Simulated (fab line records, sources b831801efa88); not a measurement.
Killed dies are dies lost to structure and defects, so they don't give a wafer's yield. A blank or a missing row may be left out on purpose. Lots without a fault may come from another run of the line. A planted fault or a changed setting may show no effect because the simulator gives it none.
A struck lot beside a sound one | flow gf180mcu | 43 steps out of a route of 602
Sound: wafers L826.2, L826.3, L826.5. Struck: wafers L832.2, L832.4, L832.6. The cause comes at the end.
At each step with rows: each side's tool, then ch and its chambers, then its first start. Under that, the readings that differ: sound wafers | struck wafers | difference of the means | sigmas: that difference in standard deviations of wafers without a fault.
alike: readings whose means differ by less than 2 such deviations, and words and numbers that are the same on both sides. not compared: withheld readings, readings that some wafer has no value for, bounds like >300 that may hide the same value, and numbers for which the record gives no deviation and whose values overlap.
The two part at a step that has a row with sigmas, a row that says differs or no value, or rows on one side only. Numbers that don't overlap but have no deviation are shown without sigmas and don't part them. A reading that every wafer of one side lacks parts them only if that side has two wafers or more.

GF_DNWELL_STRIP_08: strips in O2/N2.
  sound on plasma_asher-03 ch 0,1, day 2 18:56; struck on plasma_asher-04 ch 1, day 4 03:08
  alike: drypump_motor_current_A, heater_power_w, oes_product_au, strip_time_to_endpoint_s
  not compared: rf_hours_counter_h
GF_DNWELL_TW_MEAS_09:
  sound on film_metro-03, day 2 19:03; struck on film_metro-02, day 4 03:15
  reading   | sound          | struck         | difference | sigmas
  DNWELL_TW | 1374 1377 1378 | 1345 1336 1342 | -35        | -2
then, 7 steps without rows for these wafers: GF_NWELL_DEHYDRATE_00 (time 60 s); GF_NWELL_HMDS_01 (prime time 60 s); GF_NWELL_COAT_02 (resist thk 3000 nm); GF_NWELL_SOFTBAKE_03; GF_NWELL_EXPOSE_04 (exposes mask Nwell, target cd 860 nm); GF_NWELL_PEB_05; GF_NWELL_DEVELOP_06 (develop time 60 s).
GF_NWELL_OVL_MEAS_07:
  sound on overlay-01, day 3 08:05; struck on overlay-02, day 4 16:17
  alike: NWELL_OVL
then, 2 steps without rows for these wafers: GF_NWELL_IMPLANT_08; GF_NWELL_IMPLANT_09.
GF_NWELL_STRIP_10: strips in O2/N2.
  sound on plasma_asher-02 ch 0,1, day 3 08:25; struck on plasma_asher-02 ch 0,1, day 4 16:37
  reading                      | sound             | struck            | difference | sigmas
  strip_time_to_endpoint_s (s) | 36.97 36.99 36.94 | 36.69 36.78 36.83 | -0.20      | -2
  alike: drypump_motor_current_A, heater_power_w, oes_product_au
  not compared: rf_hours_counter_h
GF_NWELL_TW_MEAS_11:
  sound on film_metro-01, day 3 08:31; struck on film_metro-01, day 4 16:43
  alike: NWELL_TW
then, 7 steps without rows for these wafers: GF_LVPWELL_DEHYDRATE_00 (time 60 s); GF_LVPWELL_HMDS_01 (prime time 60 s); GF_LVPWELL_COAT_02 (resist thk 3000 nm); GF_LVPWELL_SOFTBAKE_03; GF_LVPWELL_EXPOSE_04 (exposes mask LVPWELL, target cd 600 nm); GF_LVPWELL_PEB_05; GF_LVPWELL_DEVELOP_06 (develop time 60 s).
GF_LVPWELL_OVL_MEAS_07:
  sound on overlay-02, day 3 21:20; struck on overlay-02, day 5 06:12
  alike: LVPWELL_OVL
then, 2 steps without rows for these wafers: GF_LVPWELL_IMPLANT_08; GF_LVPWELL_IMPLANT_09.
GF_LVPWELL_STRIP_10: strips in O2/N2.
  sound on plasma_asher-02 ch 0,1, day 3 21:40; struck on plasma_asher-03 ch 0, day 5 06:32
  alike: drypump_motor_current_A, heater_power_w, oes_product_au, strip_time_to_endpoint_s
  not compared: rf_hours_counter_h
GF_LVPWELL_TW_MEAS_11:
  sound on film_metro-04, day 3 21:47; struck on film_metro-01, day 5 06:38
  alike: LVPWELL_TW
then, 7 steps without rows for these wafers: GF_MVSD_DEHYDRATE_00 (time 60 s); GF_MVSD_HMDS_01 (prime time 60 s); GF_MVSD_COAT_02 (resist thk 3000 nm); GF_MVSD_SOFTBAKE_03; GF_MVSD_EXPOSE_04 (exposes mask MVSD, target cd 1000 nm); GF_MVSD_PEB_05; GF_MVSD_DEVELOP_06 (develop time 60 s).
GF_MVSD_OVL_MEAS_07:
  sound on overlay-01, day 4 11:20; struck on overlay-01, day 5 20:23
  alike: MVSD_OVL
then, 2 steps without rows for these wafers: GF_MVSD_IMPLANT_08; GF_MVSD_IMPLANT_09.
GF_MVSD_STRIP_10: strips in O2/N2.
  sound on plasma_asher-03 ch 0,1, day 4 11:40; struck on plasma_asher-01 ch 0,1, day 5 20:43
  alike: drypump_motor_current_A, heater_power_w, oes_product_au, strip_time_to_endpoint_s
  not compared: rf_hours_counter_h
GF_MVSD_TW_MEAS_11:
  sound on film_metro-04, day 4 11:47; struck on film_metro-01, day 5 20:50
  alike: MVSD_TW
then, 4 steps without rows for these wafers: GF_MVPSD_DEHYDRATE_00 (time 60 s); GF_MVPSD_HMDS_01 (prime time 60 s); GF_MVPSD_COAT_02 (resist thk 3000 nm); GF_MVPSD_SOFTBAKE_03.
-- the record jumps here: 25 days lie between the struck wafers' starts before and after (it left off in module MVPSD and takes up again in module PASSIVATION, whose first step shown is number 602 of the route) --
GF_PASSIVATION_PROBE_99:
  the record has rows for the struck wafers here (prober-01, day 30 15:32) and none for the sound ones

WHERE THEY PART
First at GF_DNWELL_TW_MEAS_09; last, within this record, at GF_PASSIVATION_PROBE_99.

WHY: what the simulator had put in
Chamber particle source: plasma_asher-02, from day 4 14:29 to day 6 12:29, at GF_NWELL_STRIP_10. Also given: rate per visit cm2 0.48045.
